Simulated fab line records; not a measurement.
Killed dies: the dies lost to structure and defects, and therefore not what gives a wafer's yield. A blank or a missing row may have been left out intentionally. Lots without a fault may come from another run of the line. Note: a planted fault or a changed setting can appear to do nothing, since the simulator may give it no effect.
Which of the tools did it? || flow gf180mcu || 12 lots with 36 wafers sampled at 5 steps, on a route of 602 steps

WHAT THE GAUGES SHOWED, per wafer
GF_POLY_GATE_THK_MEAS_01. Usual: for POLY_GATE_CVD_00_THK the level is 200.8 nm and the standard deviation is 2.2.
{"lot": "L227", "measured": "day 8 20:43", "on": "film-metro-03", "POLY_GATE_CVD_00_THK (nm)": "198.9 199.1 200.0", "flag": ""}
{"lot": "L229", "measured": "day 9 11:35", "on": "film-metro-02", "POLY_GATE_CVD_00_THK (nm)": "201.7 199.9 199.9", "flag": ""}
{"lot": "L230", "measured": "day 9 15:34", "on": "film-metro-04", "POLY_GATE_CVD_00_THK (nm)": "401.4 399.2 399.0", "flag": "OFF"}
{"lot": "L232", "measured": "day 10 03:43", "on": "film-metro-02", "POLY_GATE_CVD_00_THK (nm)": "196.3 196.4 198.1", "flag": ""}
{"lot": "L235", "measured": "day 11 04:30", "on": "film-metro-04", "POLY_GATE_CVD_00_THK (nm)": "398.2 398.8 398.7", "flag": "OFF"}
{"lot": "L237", "measured": "day 11 14:22", "on": "film-metro-02", "POLY_GATE_CVD_00_THK (nm)": "403.7 404.3 403.5", "flag": "OFF"}
{"lot": "L243", "measured": "day 13 07:51", "on": "film-metro-03", "POLY_GATE_CVD_00_THK (nm)": "203.1 201.4 203.2", "flag": ""}
{"lot": "L244", "measured": "day 13 14:10", "on": "film-metro-03", "POLY_GATE_CVD_00_THK (nm)": "205.9 205.1 206.5", "flag": ""}
{"lot": "L245", "measured": "day 13 22:55", "on": "film-metro-02", "POLY_GATE_CVD_00_THK (nm)": "199.2 200.5 200.3", "flag": ""}
{"lot": "L246", "measured": "day 14 03:20", "on": "film-metro-02", "POLY_GATE_CVD_00_THK (nm)": "201.5 201.7 201.2", "flag": ""}
{"lot": "L248", "measured": "day 14 19:35", "on": "film-metro-03", "POLY_GATE_CVD_00_THK (nm)": "203.0 200.7 202.4", "flag": ""}
{"lot": "L249", "measured": "day 15 08:11", "on": "film-metro-03", "POLY_GATE_CVD_00_THK (nm)": "202.8 203.1 202.4", "flag": ""}

GF_HV_LDD_CD_MEAS_19: the cd target is 400 nm. Usual: 400.9 nm for cd-nm, sd 2.5.
{"lot": "L227", "measured": "day 11 04:14", "on": "cd-sem-02", "cd-nm (nm)": "400.7 403.3 404.4", "flag": ""}
{"lot": "L229", "measured": "day 11 19:34", "on": "cd-sem-01", "cd-nm (nm)": "398.2 398.7 399.3", "flag": ""}
{"lot": "L232", "measured": "day 12 12:55", "on": "cd-sem-02", "cd-nm (nm)": "400.6 399.8 400.1", "flag": ""}
{"lot": "L243", "measured": "day 16 01:12", "on": "cd-sem-02", "cd-nm (nm)": "406.1 405.2 406.0", "flag": ""}
{"lot": "L244", "measured": "day 16 07:37", "on": "cd-sem-02", "cd-nm (nm)": "408.4 407.2 404.4", "flag": ""}
{"lot": "L245", "measured": "day 16 18:31", "on": "cd-sem-02", "cd-nm (nm)": "401.0 405.2 402.4", "flag": ""}
{"lot": "L246", "measured": "day 16 23:08", "on": "cd-sem-01", "cd-nm (nm)": "399.6 399.5 400.2", "flag": ""}
{"lot": "L248", "measured": "day 17 16:38", "on": "cd-sem-01", "cd-nm (nm)": "400.0 401.1 401.1", "flag": ""}
{"lot": "L249", "measured": "day 18 06:44", "on": "cd-sem-02", "cd-nm (nm)": "399.5 400.5 397.3", "flag": ""}

WHICH TOOL RAN EACH LOT (tool, then ch and the chambers of the sampled wafers, then the start)
{"lot": "L227", "GF_VT_IMPLANT_STRIP_31": "plasma-asher-04 ch 0,1, day 7 06:15", "GF_DUAL_GATE_STRIP_13": "plasma-asher-04 ch 0,1, day 8 17:41", "GF_POLY_GATE_CVD_00": "lpcvd-01 ch 0, day 8 19:22"}
{"lot": "L229", "GF_VT_IMPLANT_STRIP_31": "plasma-asher-01 ch 0, day 7 20:44", "GF_DUAL_GATE_STRIP_13": "plasma-asher-04 ch 1, day 9 08:34", "GF_POLY_GATE_CVD_00": "lpcvd-02 ch 1, day 9 10:16"}
{"lot": "L230", "GF_VT_IMPLANT_STRIP_31": "plasma-asher-04 ch 0,1, day 8 01:29", "GF_DUAL_GATE_STRIP_13": "plasma-asher-03 ch 0,1, day 9 10:55", "GF_POLY_GATE_CVD_00": "lpcvd-02 ch 1, day 9 12:37"}
{"lot": "L232", "GF_VT_IMPLANT_STRIP_31": "plasma-asher-01 ch 0,1, day 8 11:55", "GF_DUAL_GATE_STRIP_13": "plasma-asher-03 ch 1, day 9 23:13", "GF_POLY_GATE_CVD_00": "lpcvd-02 ch 0, day 10 02:23"}
{"lot": "L235", "GF_VT_IMPLANT_STRIP_31": "plasma-asher-01 ch 0,1, day 9 09:02", "GF_DUAL_GATE_STRIP_13": "plasma-asher-03 ch 0,1, day 10 23:00", "GF_POLY_GATE_CVD_00": "lpcvd-02 ch 1, day 11 01:24 and lpcvd-01 ch 1, day 11 03:09"}
{"lot": "L237", "GF_VT_IMPLANT_STRIP_31": "plasma-asher-01 ch 0,1, day 9 18:23", "GF_DUAL_GATE_STRIP_13": "plasma-asher-04 ch 0,1, day 11 09:50", "GF_POLY_GATE_CVD_00": "lpcvd-01 ch 1, day 11 11:32"}
{"lot": "L243", "GF_VT_IMPLANT_STRIP_31": "plasma-asher-01 ch 0,1, day 11 11:01", "GF_DUAL_GATE_STRIP_13": "plasma-asher-03 ch 0,1, day 13 04:32", "GF_POLY_GATE_CVD_00": "lpcvd-01 ch 1, day 13 06:31"}
{"lot": "L244", "GF_VT_IMPLANT_STRIP_31": "plasma-asher-04 ch 1, day 11 17:34", "GF_DUAL_GATE_STRIP_13": "plasma-asher-04 ch 0,1, day 13 11:07", "GF_POLY_GATE_CVD_00": "lpcvd-01 ch 0, day 13 12:49"}
{"lot": "L245", "GF_VT_IMPLANT_STRIP_31": "plasma-asher-02 ch 0,1, day 12 01:11", "GF_DUAL_GATE_STRIP_13": "plasma-asher-04 ch 0,1, day 13 19:28", "GF_POLY_GATE_CVD_00": "lpcvd-02 ch 1, day 13 21:34"}
{"lot": "L246", "GF_VT_IMPLANT_STRIP_31": "plasma-asher-01 ch 0,1, day 12 05:01", "GF_DUAL_GATE_STRIP_13": "plasma-asher-04 ch 0,1, day 13 23:37", "GF_POLY_GATE_CVD_00": "lpcvd-02 ch 0, day 14 02:00"}
{"lot": "L248", "GF_VT_IMPLANT_STRIP_31": "plasma-asher-04 ch 0,1, day 12 21:53", "GF_DUAL_GATE_STRIP_13": "plasma-asher-02 ch 0,1, day 14 16:32", "GF_POLY_GATE_CVD_00": "lpcvd-01 ch 1, day 14 18:15"}
{"lot": "L249", "GF_VT_IMPLANT_STRIP_31": "plasma-asher-04 ch 0,1, day 13 03:01", "GF_DUAL_GATE_STRIP_13": "plasma-asher-03 ch 0,1, day 15 04:25", "GF_POLY_GATE_CVD_00": "lpcvd-01 ch 1, day 15 06:51"}
- GF_VT_IMPLANT_STRIP_31: strips in O2/N2.
- GF_DUAL_GATE_STRIP_13: strips in O2/N2.
- GF_POLY_GATE_CVD_00: deposits poly-Si, target thk 200 nm, time 1200 s.

AS READ BY THE TOOLS THEMSELVES (means over the sampled wafers that have a number; for cases with no such wafer, the mark the record gives instead)
GF_VT_IMPLANT_STRIP_31. Usual: drypump-motor-current-A 5.8 A, standard deviation 0.6; heater-power-w 357 W, standard deviation 40; oes-product-au 0.716 a.u., standard deviation 0.0041; strip-time-to-endpoint-s 12.66 s, standard deviation 0.04.
{"lot": "L227", "tool": "plasma-asher-04", "drypump-motor-current-A (A)": 5.2, "heater-power-w (W)": 334, "oes-product-au (a.u.)": 0.716, "strip-time-to-endpoint-s (s)": 12.71, "flag": ""}
{"lot": "L229", "tool": "plasma-asher-01", "drypump-motor-current-A (A)": 5.7, "heater-power-w (W)": 373, "oes-product-au (a.u.)": 0.718, "strip-time-to-endpoint-s (s)": 12.67, "flag": ""}
{"lot": "L230", "tool": "plasma-asher-04", "drypump-motor-current-A (A)": 5.2, "heater-power-w (W)": 337, "oes-product-au (a.u.)": 0.718, "strip-time-to-endpoint-s (s)": 12.63, "flag": ""}
{"lot": "L232", "tool": "plasma-asher-01", "drypump-motor-current-A (A)": 5.9, "heater-power-w (W)": 345, "oes-product-au (a.u.)": 0.716, "strip-time-to-endpoint-s (s)": 12.73, "flag": ""}
{"lot": "L235", "tool": "plasma-asher-01", "drypump-motor-current-A (A)": 5.9, "heater-power-w (W)": 345, "oes-product-au (a.u.)": 0.716, "strip-time-to-endpoint-s (s)": 12.69, "flag": ""}
{"lot": "L237", "tool": "plasma-asher-01", "drypump-motor-current-A (A)": 5.9, "heater-power-w (W)": 349, "oes-product-au (a.u.)": 0.715, "strip-time-to-endpoint-s (s)": 12.64, "flag": ""}
{"lot": "L243", "tool": "plasma-asher-01", "drypump-motor-current-A (A)": 5.8, "heater-power-w (W)": 365, "oes-product-au (a.u.)": 0.716, "strip-time-to-endpoint-s (s)": 12.65, "flag": ""}
{"lot": "L244", "tool": "plasma-asher-04", "drypump-motor-current-A (A)": 4.6, "heater-power-w (W)": 342, "oes-product-au (a.u.)": 0.713, "strip-time-to-endpoint-s (s)": 12.62, "flag": ""}
{"lot": "L245", "tool": "plasma-asher-02", "drypump-motor-current-A (A)": 6.3, "heater-power-w (W)": 406, "oes-product-au (a.u.)": 0.720, "strip-time-to-endpoint-s (s)": 12.64, "flag": ""}
{"lot": "L246", "tool": "plasma-asher-01", "drypump-motor-current-A (A)": 5.9, "heater-power-w (W)": 345, "oes-product-au (a.u.)": 0.717, "strip-time-to-endpoint-s (s)": 12.68, "flag": ""}
{"lot": "L248", "tool": "plasma-asher-04", "drypump-motor-current-A (A)": 5.7, "heater-power-w (W)": 332, "oes-product-au (a.u.)": 0.716, "strip-time-to-endpoint-s (s)": 12.69, "flag": ""}
{"lot": "L249", "tool": "plasma-asher-04", "drypump-motor-current-A (A)": 5.1, "heater-power-w (W)": 331, "oes-product-au (a.u.)": 0.716, "strip-time-to-endpoint-s (s)": 12.67, "flag": ""}

GF_DUAL_GATE_STRIP_13. Usual: drypump-motor-current-A 5.8 A, standard deviation 0.64; heater-power-w 366 W, standard deviation 55; oes-product-au 0.716 a.u., standard deviation 0.0047; strip-time-to-endpoint-s 12.63 s, standard deviation 0.031.
{"lot": "L227", "tool": "plasma-asher-04", "drypump-motor-current-A (A)": 5.1, "heater-power-w (W)": 332, "oes-product-au (a.u.)": 0.717, "strip-time-to-endpoint-s (s)": 12.64, "flag": ""}
{"lot": "L229", "tool": "plasma-asher-04", "drypump-motor-current-A (A)": 4.7, "heater-power-w (W)": 345, "oes-product-au (a.u.)": 0.720, "strip-time-to-endpoint-s (s)": 12.60, "flag": ""}
{"lot": "L230", "tool": "plasma-asher-03", "drypump-motor-current-A (A)": 5.8, "heater-power-w (W)": 390, "oes-product-au (a.u.)": 0.715, "strip-time-to-endpoint-s (s)": 12.61, "flag": ""}
{"lot": "L232", "tool": "plasma-asher-03", "drypump-motor-current-A (A)": 6.3, "heater-power-w (W)": 306, "oes-product-au (a.u.)": 0.717, "strip-time-to-endpoint-s (s)": 12.62, "flag": ""}
{"lot": "L235", "tool": "plasma-asher-03", "drypump-motor-current-A (A)": 6.0, "heater-power-w (W)": 350, "oes-product-au (a.u.)": 0.715, "strip-time-to-endpoint-s (s)": 12.63, "flag": ""}
{"lot": "L237", "tool": "plasma-asher-04", "drypump-motor-current-A (A)": 5.2, "heater-power-w (W)": 335, "oes-product-au (a.u.)": 0.718, "strip-time-to-endpoint-s (s)": 12.62, "flag": ""}
{"lot": "L243", "tool": "plasma-asher-03", "drypump-motor-current-A (A)": 5.8, "heater-power-w (W)": 392, "oes-product-au (a.u.)": 0.712, "strip-time-to-endpoint-s (s)": 12.59, "flag": ""}
{"lot": "L244", "tool": "plasma-asher-04", "drypump-motor-current-A (A)": 5.7, "heater-power-w (W)": 327, "oes-product-au (a.u.)": 0.716, "strip-time-to-endpoint-s (s)": 12.60, "flag": ""}
{"lot": "L245", "tool": "plasma-asher-04", "drypump-motor-current-A (A)": 5.7, "heater-power-w (W)": 332, "oes-product-au (a.u.)": 0.709, "strip-time-to-endpoint-s (s)": 12.60, "flag": ""}
{"lot": "L246", "tool": "plasma-asher-04", "drypump-motor-current-A (A)": 5.7, "heater-power-w (W)": 326, "oes-product-au (a.u.)": 0.719, "strip-time-to-endpoint-s (s)": 12.68, "flag": ""}
{"lot": "L248", "tool": "plasma-asher-02", "drypump-motor-current-A (A)": 6.2, "heater-power-w (W)": 435, "oes-product-au (a.u.)": 0.712, "strip-time-to-endpoint-s (s)": 12.65, "flag": ""}
{"lot": "L249", "tool": "plasma-asher-03", "drypump-motor-current-A (A)": 6.0, "heater-power-w (W)": 353, "oes-product-au (a.u.)": 0.720, "strip-time-to-endpoint-s (s)": 12.64, "flag": ""}

GF_POLY_GATE_CVD_00. Usual: spike-tc-centre-C 621.2 C, standard deviation 1.3; spike-tc-lower-C 619.7 C, standard deviation 1.8; zone-power-centre-pct 9.3 %, standard deviation 0.49.
{"lot": "L227", "tool": "lpcvd-01", "spike-tc-centre-C (C)": 621.2, "spike-tc-lower-C (C)": 620.3, "zone-power-centre-pct (%)": 8.5, "flag": ""}
{"lot": "L229", "tool": "lpcvd-02", "spike-tc-centre-C (C)": 621.9, "spike-tc-lower-C (C)": 619.5, "zone-power-centre-pct (%)": 9.2, "flag": ""}
{"lot": "L230", "tool": "lpcvd-02", "spike-tc-centre-C (C)": 622.1, "spike-tc-lower-C (C)": 620.7, "zone-power-centre-pct (%)": 9.2, "flag": ""}
{"lot": "L232", "tool": "lpcvd-02", "spike-tc-centre-C (C)": 620.2, "spike-tc-lower-C (C)": 622.3, "zone-power-centre-pct (%)": 9.1, "flag": ""}
{"lot": "L235", "tool": "lpcvd-02/lpcvd-01", "spike-tc-centre-C (C)": 621.3, "spike-tc-lower-C (C)": 619.5, "zone-power-centre-pct (%)": 9.5, "flag": ""}
{"lot": "L237", "tool": "lpcvd-01", "spike-tc-centre-C (C)": 621.4, "spike-tc-lower-C (C)": 618.1, "zone-power-centre-pct (%)": 9.9, "flag": ""}
{"lot": "L243", "tool": "lpcvd-01", "spike-tc-centre-C (C)": 621.2, "spike-tc-lower-C (C)": 617.1, "zone-power-centre-pct (%)": 10.0, "flag": ""}
{"lot": "L244", "tool": "lpcvd-01", "spike-tc-centre-C (C)": 620.7, "spike-tc-lower-C (C)": 621.4, "zone-power-centre-pct (%)": 8.5, "flag": ""}
{"lot": "L245", "tool": "lpcvd-02", "spike-tc-centre-C (C)": 622.7, "spike-tc-lower-C (C)": 620.2, "zone-power-centre-pct (%)": 9.1, "flag": ""}
{"lot": "L246", "tool": "lpcvd-02", "spike-tc-centre-C (C)": 619.5, "spike-tc-lower-C (C)": 622.3, "zone-power-centre-pct (%)": 9.1, "flag": ""}
{"lot": "L248", "tool": "lpcvd-01", "spike-tc-centre-C (C)": 621.2, "spike-tc-lower-C (C)": 617.5, "zone-power-centre-pct (%)": 9.9, "flag": ""}
{"lot": "L249", "tool": "lpcvd-01", "spike-tc-centre-C (C)": 620.8, "spike-tc-lower-C (C)": 618.3, "zone-power-centre-pct (%)": 9.9, "flag": ""}

THE ANSWER, worked out from the rows above alone
Rule: take the mean of a lot's wafers that have a number; if it is more than 3 standard deviations from the usual mean, the lot is off. Also off: a lot with no number at a reading for which 4 or more lots have one. All remaining lots with rows at the step are treated as sound. The gauges are gone through in route order, then the tools' own readings, and for those a lot's mean is taken as printed above. The first step at which some lot is off is used, and at that step the reading that is off furthest; a lot without a number counts as furthest.
Off: L230, L235, L237, at GF_POLY_GATE_THK_MEAS_01 (POLY_GATE_CVD_00_THK).
If a tool, at a process step before that reading, ran all the lots that are off and no sound lot after the first of them, it fits. The gauges at GF_POLY_GATE_THK_MEAS_01 are tried like those tools. No candidate that was tried fits.

WHAT THE SIMULATOR HAD PUT IN
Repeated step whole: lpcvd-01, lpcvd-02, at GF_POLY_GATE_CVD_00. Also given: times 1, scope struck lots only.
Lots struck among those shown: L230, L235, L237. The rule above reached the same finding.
